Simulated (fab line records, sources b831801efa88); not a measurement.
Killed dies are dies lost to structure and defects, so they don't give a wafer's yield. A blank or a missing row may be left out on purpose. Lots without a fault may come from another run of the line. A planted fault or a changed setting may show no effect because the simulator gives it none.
A struck lot beside a sound one | flow sfq_line | 15 steps out of a route of 325
Sound: wafers L531.1, L531.3, L531.5. Struck: wafers L524.3, L524.5. (L524.1 of the same lot was not struck and is left out.) The cause comes at the end.
At each step with rows: each side's tool, then ch and its chambers, then its first start. Under that, the readings that differ: sound wafers | struck wafers | difference of the means | sigmas: that difference in standard deviations of wafers without a fault.
alike: readings whose means differ by less than 2 such deviations, and words and numbers that are the same on both sides. not compared: withheld readings, readings that some wafer has no value for, bounds like >300 that may hide the same value, and numbers for which the record gives no deviation and whose values overlap.
The two part at a step that has a row with sigmas, a row that says differs or no value, or rows on one side only. Numbers that don't overlap but have no deviation are shown without sigmas and don't part them. A reading that every wafer of one side lacks parts them only if that side has two wafers or more.

first, 1 step without rows for these wafers: SFQ_TRILAYER_M0_STRIP_SOLV_CLEAN_026 (cleans in NMP, time 600 s).
SFQ_TRILAYER_I0_DEP_PECVD_027: deposits SiO2 from SiH4/N2O, time 111.11 s, target thk 500 nm.
  sound on pecvd-02 ch 0,2, day 16 10:04; struck on pecvd-03 ch 0, day 13 20:49
  alike: heater_power_w, throttle_valve_pct
SFQ_TRILAYER_I0_CMP_CMP_028: polishes SiO2.
  sound on cmp-02 ch 0,1,3, day 16 11:09; struck on cmp-02 ch 1, day 14 09:05
  alike: motor_current_A, time_to_endpoint_s
SFQ_I0_BOW_MEAS_907:
  sound on film_metro-02, day 16 13:09; struck on film_metro-04, day 14 12:05
  alike: I0_BOW
SFQ_TRILAYER_I0_METRO_MEASURE_029:
  sound on film_metro-02, day 16 13:16; struck on film_metro-04, day 14 12:12
  alike: thk_nm
then, 6 steps without rows for these wafers: SFQ_TRILAYER_I0_VIA_LITHO_COAT_036 (resist thk 62 nm); SFQ_TRILAYER_I0_VIA_LITHO_COAT_031 (resist thk 650 nm); SFQ_TRILAYER_I0_VIA_LITHO_SOFTBAKE_035; SFQ_TRILAYER_I0_VIA_LITHO_EXPOSE_032 (exposes mask I0, target cd 500 nm); SFQ_TRILAYER_I0_VIA_LITHO_PEB_034 (peb time 60 s); SFQ_TRILAYER_I0_VIA_LITHO_DEVELOP_033 (time 60 s).
-- the record jumps here: 6 days lie between the struck wafers' starts before and after --
SFQ_I0_OVL_MEAS_908:
  sound on overlay-01, day 22 19:05; struck on overlay-02, day 20 02:14
  alike: I0_OVL
SFQ_TRILAYER_I0_VIA_BARC_OPEN_VIA_ETCH_046: etches BARC in O2, target depth 125 nm, time 41.7 s.
  sound on rie_diel-03 ch 0,1,3, day 22 19:07; struck on rie_diel-01 ch 0,3, day 20 02:16
  reading                                                 | sound             | struck      | difference | sigmas
  oes_product_au (a.u.)                                   | 0.682 0.690 0.679 | 0.622 0.626 | -0.060     | -13
  run_length_s (s)                                        | 70.2 70.2 69.7    | 79.0 79.0   | +9.0       | +20
  model.KrF_of_TRILAYER_I0_VIA_LITHO_COAT_031.thk_nm (nm) | 572.4 572.4 572.8 | 563.7 563   | -9.2       |
  alike: drypump_motor_current_A
  not compared: rf_hours_counter_h
SFQ_TRILAYER_I0_VIA_ETCH_VIA_ETCH_034: etches SiO2 in CHF3, stops on Nb, target depth 260 nm.
  sound on rie_diel-03 ch 0,1,3, day 22 19:09; struck on rie_diel-01 ch 0,3, day 20 02:18
  reading                                                 | sound           | struck      | difference | sigmas
  model.KrF_of_TRILAYER_I0_VIA_LITHO_COAT_031.thk_nm (nm) | 527.9 528 528.9 | 519.5 518.1 | -9.5       |
  alike: drypump_motor_current_A, oes_product_au
SFQ_TRILAYER_I0_VIA_STRIP_STRIP_035: strips in O2.
  sound on rie_metal-04 ch 0,1, day 22 19:16; struck on rie_metal-01 ch 0,1, day 20 02:25
  alike: drypump_motor_current_A, oes_product_au
  not compared: rf_hours_counter_h

WHERE THEY PART
Only at SFQ_TRILAYER_I0_VIA_BARC_OPEN_VIA_ETCH_046, within this record. Later steps at which nothing parts them and some readings are alike: SFQ_TRILAYER_I0_VIA_ETCH_VIA_ETCH_034, SFQ_TRILAYER_I0_VIA_STRIP_STRIP_035.

WHY: what the simulator had put in
Process parameter drift: rie_diel-01, from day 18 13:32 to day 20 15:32, at SFQ_TRILAYER_I0_VIA_BARC_OPEN_VIA_ETCH_046. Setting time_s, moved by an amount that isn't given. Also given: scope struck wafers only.
